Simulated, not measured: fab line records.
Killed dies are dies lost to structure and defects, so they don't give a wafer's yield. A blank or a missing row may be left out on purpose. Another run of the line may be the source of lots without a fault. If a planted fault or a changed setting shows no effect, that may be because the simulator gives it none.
Problem report in the 8D (eight disciplines) form, filled by code ; flow gf180mcu ; the parts of the form that need people (team, actions taken, sign-off) are left out

1. THE PROBLEM
At GF_V5_ETCH_17, oes_product_au averages 0.809 a.u. over 3 wafers from 2 lots, while fault-free wafers read 0.860 a.u., standard deviation 0.0049. Relative to the usual mean, that is a shift of -10 standard deviations.
The step: etches SiO2 in C4F8/O2/Ar, stops on TiN, target depth 855 nm.
The step gives no start for some of these wafers. Wafers with a number at this step in the record: 39, from 13 lots. By rule, "out" or "out of limits" means more than 4 standard deviations away from the usual mean. Any other wafer with a number is counted as sound.

2. WHAT IT IS, AND WHAT IT ISN'T
question;is;is not
which readings at this step;oes_product_au;rf_fwd_power_W
which lots;L386, L387;L374, L375, L376, L377, L378, L379, L382, L383, L384, L385, L397
which wafers of those lots;L386.4, L386.5, L387.4;L386.6, L387.1, L387.2
read on which tools;rie_diel-04;rie_diel-01, rie_diel-03

3. SUSPECTS, AND WHAT RULES EACH OUT
Counting: any tool at a process step up to the reading remains a suspect provided it ran every lot that is out. Sound lots after the first of them don't rule it out here, since some wafers of a struck lot are sound.
- cmp-02 at GF_V5_CMP_04 (polishes SiO2): kept. It processed each lot that is out (first: L386, day 30 07:14); up to then, its last sound lot is L385 (day 29 22:42).
- rie_diel-04 at GF_V5_ETCH_17 (etches SiO2 in C4F8/O2/Ar, stops on TiN, target depth 855 nm): kept. It processed each lot that is out (first: L386, day 31 02:21); up to then, its last sound lot is L384 (day 30 10:46). Out on those wafers are its own readings of oes_product_au. Because GF_V5_ETCH_17 lacks a start for some lots, the hours and order of its lots are taken from GF_V5_THK_MEAS_25.
- Within cmp-02 at GF_V5_CMP_04: the wafers that are out ran in chambers 1, 2; their sound lot-mates ran in chambers 0, 3.
- Within rie_diel-04 at GF_V5_ETCH_17: the wafers that are out ran in chambers 0, 3; their sound lot-mates ran in chambers 1, 2.
After counting, cmp-02 at GF_V5_CMP_04 and rie_diel-04 at GF_V5_ETCH_17 remain.

4. THE CAUSE (what the simulator had put in)
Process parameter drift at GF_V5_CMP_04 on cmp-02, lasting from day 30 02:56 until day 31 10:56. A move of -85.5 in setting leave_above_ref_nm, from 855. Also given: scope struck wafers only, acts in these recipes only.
After counting, 2 suspects remain, this tool included.

5. THE CHAIN OF EFFECTS, in route order
Each row: a reading where the mean over the struck wafers with a number is more than 3 standard deviations away from the usual. Only readings for which the record gives a usual standard deviation are gone through. hours: the time from each lot's start at the first step in this table that gives one to its start at this step, as a median over the lots. sigmas: the change in usual standard deviations.
hours;step;reading;usual;on struck wafers;change;sigmas
-;GF_V5_ETCH_17;oes_product_au;0.860 a.u.;0.809;-0.051;-10
It contains these process steps:
- GF_V5_ETCH_17: etches SiO2 in C4F8/O2/Ar, stops on TiN, target depth 855 nm.
At these later measuring or inspecting steps, every struck wafer for which the step has a row has a number for every such reading, and none has moved that far: GF_V5_THK_MEAS_25.

6. WHAT WOULD HAVE CAUGHT IT SOONER
An alarm limit of 4 standard deviations would not have fired on the tool readings at GF_V5_CMP_04 for which the record gives a usual standard deviation, since none of them was out on any struck wafer.
